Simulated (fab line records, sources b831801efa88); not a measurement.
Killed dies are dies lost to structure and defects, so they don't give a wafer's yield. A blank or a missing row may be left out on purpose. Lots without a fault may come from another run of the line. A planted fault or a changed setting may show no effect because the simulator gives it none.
A struck lot beside a sound one | flow sky130 | 22 steps out of a route of 708
Sound: wafers L813.1, L813.2, L813.4. Struck: wafers L824.1, L824.2, L824.4. The cause comes at the end.
At each step with rows: each side's tool, then ch and its chambers, then its first start. Under that, the readings that differ: sound wafers | struck wafers | difference of the means | sigmas: that difference in standard deviations of wafers without a fault.
alike: readings whose means differ by less than 2 such deviations, and words and numbers that are the same on both sides. not compared: withheld readings, readings that some wafer has no value for, bounds like >300 that may hide the same value, and numbers for which the record gives no deviation and whose values overlap.
The two part at a step that has a row with sigmas, a row that says differs or no value, or rows on one side only. Numbers that don't overlap but have no deviation are shown without sigmas and don't part them. A reading that every wafer of one side lacks parts them only if that side has two wafers or more.

SKY_METAL3_SPUTTER_00: material Ti, target thk 15 nm, time 10 s.
  sound on pvd_sputter-01, day 37 16:04; struck on pvd_sputter-02, day 41 17:46
  alike: throttle_valve_pct
SKY_METAL3_SPUTTER_01: material TiN, target thk 20 nm, time 16.7 s.
  sound on pvd_sputter-01, day 37 16:05; struck on pvd_sputter-02, day 41 17:47
  alike: throttle_valve_pct
then, 1 step without rows for these wafers: SKY_METAL3_SPUTTER_02 (material AlCu, target thk 735 nm, time 39.1 s).
SKY_METAL3_SPUTTER_03: material Ti, target thk 5 nm, time 3.3 s.
  sound on pvd_sputter-01, day 37 16:09; struck on pvd_sputter-02, day 41 17:51
  alike: throttle_valve_pct
SKY_METAL3_SPUTTER_04: material TiN, target thk 70 nm, time 58.3 s.
  sound on pvd_sputter-01, day 37 16:10; struck on pvd_sputter-02, day 41 17:52
  alike: throttle_valve_pct
SKY_CAPM_CVD_00: deposits SiO2, target thk 15.5 nm.
  sound on pecvd-02 ch 0,1, day 37 16:13; struck on pecvd-02 ch 0,1,2, day 41 17:56
  alike: heater_power_w
SKY_CAPM_THK_MEAS_01:
  sound on film_metro-03, day 37 16:14; struck on film_metro-02, day 41 17:57
  alike: CAPM_CVD_00_THK
then, 1 step without rows for these wafers: SKY_CAPM_SPUTTER_02 (material TiN, target thk 200 nm, time 166.7 s).
SKY_CAPM_RS_MEAS_03: measures by four-point-probe.
  sound on film_metro-02, day 37 16:24; struck on film_metro-04, day 41 18:07
  alike: CAPM_TIN_RS
SKY_CAPM_THK_MEAS_04: measures by xrf.
  sound on film_metro-02, day 37 16:31; struck on film_metro-04, day 41 18:14
  alike: CAPM_TIN_THK
then, 2 steps without rows for these wafers: SKY_CAPM_DEHYDRATE_05 (time 60 s); SKY_CAPM_HMDS_06 (prime time 60 s).
SKY_CAPM_COAT_07: resist thk 1140 nm.
  sound on litho_track-04 ch 0, day 38 04:17; struck on litho_track-01 ch 0, day 42 04:43
  reading                                   | sound                | struck               | difference | sigmas
  spin_speed_rpm (rpm)                      | 3001.3 3000.5 3000.2 | 3275.0 3273.9 3277.1 | +274.7     | +99 or more
  model.NOVOLAK_of_CAPM_COAT_07.thk_nm (nm) | 1138 1141 1140       | 1091 1093 1096       | -46        |
then, 4 steps without rows for these wafers: SKY_CAPM_SOFTBAKE_08 (time 60 s); SKY_CAPM_EXPOSE_09 (exposes mask CAPM, target cd 1000 nm); SKY_CAPM_PEB_10; SKY_CAPM_DEVELOP_11 (develop time 60 s).
SKY_CAPM_OVL_MEAS_12:
  sound on overlay-02, day 38 17:38; struck on overlay-01, day 42 16:44
  alike: CAPM_OVL
SKY_CAPM_METAL_ETCH_13: etches TiN in Cl2/BCl3, stops on SiO2, target depth 220 nm, time 62.9 s.
  sound on rie_metal-04 ch 0,1, day 38 17:41; struck on rie_metal-04 ch 0,1, day 42 16:47
  reading                                   | sound           | struck          | difference | sigmas
  model.NOVOLAK_of_CAPM_COAT_07.thk_nm (nm) | 990 994.5 990.6 | 945.1 946 949.5 | -44.8      |
  alike: bcl3_flow_sccm, drypump_motor_current_A, oes_product_au, throttle_valve_pct
  not compared: rf_hours_counter_h
SKY_CAPM_STRIP_14: strips in O2/N2.
  sound on plasma_asher-02 ch 0,1, day 38 17:45; struck on plasma_asher-02 ch 0,1, day 42 16:52
  reading                      | sound             | struck            | difference | sigmas
  strip_time_to_endpoint_s (s) | 12.60 12.67 12.63 | 12.09 12.11 12.14 | -0.52      | -10
  alike: drypump_motor_current_A, oes_product_au
  not compared: rf_hours_counter_h
then, 1 step without rows for these wafers: SKY_CAPM_STRIP_15 (strips in post etch residue remover, time 1200 s).
-- the record jumps here: 7 days lie between the struck wafers' starts before and after (it left off in module CAPM and takes up again in module PAD_OPEN, whose first step shown is number 708 of the route) --
SKY_PAD_OPEN_PROBE_99:
  the record has rows for the struck wafers here (prober-02, day 49 22:28) and none for the sound ones

WHERE THEY PART
First at SKY_CAPM_COAT_07; last, within this record, at SKY_PAD_OPEN_PROBE_99.

WHY: what the simulator had put in
Process parameter drift: litho_track-01, from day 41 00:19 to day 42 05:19, at SKY_CAPM_COAT_07. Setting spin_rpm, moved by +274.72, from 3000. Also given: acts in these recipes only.
